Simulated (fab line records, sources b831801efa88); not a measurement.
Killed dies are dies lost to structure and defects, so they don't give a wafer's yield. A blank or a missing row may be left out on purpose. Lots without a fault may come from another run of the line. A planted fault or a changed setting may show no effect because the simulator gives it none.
Tool commonality check | flow gf180mcu | 13 lots, 39 wafers sampled

WHY IT WAS OPENED
At GF_VT_IMPLANT_TW_MEAS_10 the reading VT_IMPLANT_TW is flagged on 1 of 13 lots. Wafers without a fault read 573, standard deviation 3.9.
Rule: a lot is flagged when every wafer of it that has a number lies more than 4 standard deviations from that mean, or none has a number. The other lots count as sound.

lot  | measured     | on            | VT_IMPLANT_TW, wafer by wafer | flag
L204 | day 5 17:56  | film_metro-04 | 569 569 570                   |
L207 | day 6 11:51  | film_metro-03 | 579 580 581                   |
L208 | day 6 20:56  | film_metro-04 | 569 571 567                   |
L209 | day 7 01:39  | film_metro-03 | 572 575 575                   |
L210 | day 7 12:34  | film_metro-04 | 569 575 573                   |
L212 | day 8 08:14  | film_metro-03 | 571 570 573                   |
L214 | day 8 15:18  | film_metro-04 | 568 570 569                   |
L213 | day 8 15:38  | film_metro-01 | 570 572 573                   |
L215 | day 9 01:23  | film_metro-03 | 576 581 577                   |
L220 | day 10 02:36 | film_metro-03 | 709 711 712                   | FLAGGED
L222 | day 10 12:47 | film_metro-03 | 572 571 571                   |
L223 | day 10 18:55 | film_metro-03 | 573 570 575                   |
L224 | day 11 04:38 | film_metro-01 | 573 574 574                   |
The numbers of the flagged lots are 711 on average: +138 against the usual, or +35 standard deviations.

WHICH TOOL RAN EACH LOT
The record holds 1 process step before the reading, out of a route of 602 steps. In each cell: the tool, then ch and the chambers that the sampled wafers went through, then the start.
lot  | flag    | GF_VT_IMPLANT_IMPLANT_08
L204 |         | implanter-03 ch 0, day 5 17:43
L207 |         | implanter-04 ch 0, day 6 11:38
L208 |         | implanter-02 ch 0, day 6 20:41
L209 |         | implanter-04 ch 0, day 7 01:26
L210 |         | implanter-03 ch 0, day 7 12:19
L212 |         | implanter-04 ch 0, day 8 08:01
L214 |         | implanter-04 ch 0, day 8 15:05
L213 |         | implanter-03 ch 0, day 8 15:25
L215 |         | implanter-02 ch 0, day 9 01:08
L220 | FLAGGED | implanter-04 ch 0, day 10 02:02
L222 |         | implanter-02 ch 0, day 10 12:35
L223 |         | implanter-04 ch 0, day 10 18:41
L224 |         | implanter-03 ch 0, day 11 04:24
What these steps do:
- GF_VT_IMPLANT_IMPLANT_08
- GF_VT_IMPLANT_TW_MEAS_10

FLAGGED OVER TOTAL, TOOL BY TOOL (the gauges that took the reading come last)
step                     | tool          | lots run | flagged | share of the flagged lots | sound lots run after its first flagged lot
GF_VT_IMPLANT_IMPLANT_08 | implanter-02  | 3        | 0       | none                      | -
GF_VT_IMPLANT_IMPLANT_08 | implanter-03  | 4        | 0       | none                      | -
GF_VT_IMPLANT_IMPLANT_08 | implanter-04  | 6        | 1       | all                       | 1 (L223)
GF_VT_IMPLANT_TW_MEAS_10 | film_metro-01 | 2        | 0       | none                      | -
GF_VT_IMPLANT_TW_MEAS_10 | film_metro-03 | 7        | 1       | all                       | 2 (L222,L223)
GF_VT_IMPLANT_TW_MEAS_10 | film_metro-04 | 4        | 0       | none                      | -

WHAT THE TABLE ALLOWS
2 rows of the table ran every flagged lot: implanter-04 at GF_VT_IMPLANT_IMPLANT_08, film_metro-03 at GF_VT_IMPLANT_TW_MEAS_10.
- implanter-04 at GF_VT_IMPLANT_IMPLANT_08: 1 of its 6 lots flagged. Sound lots ran on it after the first flagged one (L223), which a lasting fault on the whole tool wouldn't allow.
- film_metro-03 at GF_VT_IMPLANT_TW_MEAS_10: 1 of its 7 lots flagged. Sound lots ran on it after the first flagged one (L222, L223), which a lasting fault on the whole tool wouldn't allow.
No row of the table ran every flagged lot and no sound lot after the first.

WHAT THE SIMULATOR HAD PUT IN
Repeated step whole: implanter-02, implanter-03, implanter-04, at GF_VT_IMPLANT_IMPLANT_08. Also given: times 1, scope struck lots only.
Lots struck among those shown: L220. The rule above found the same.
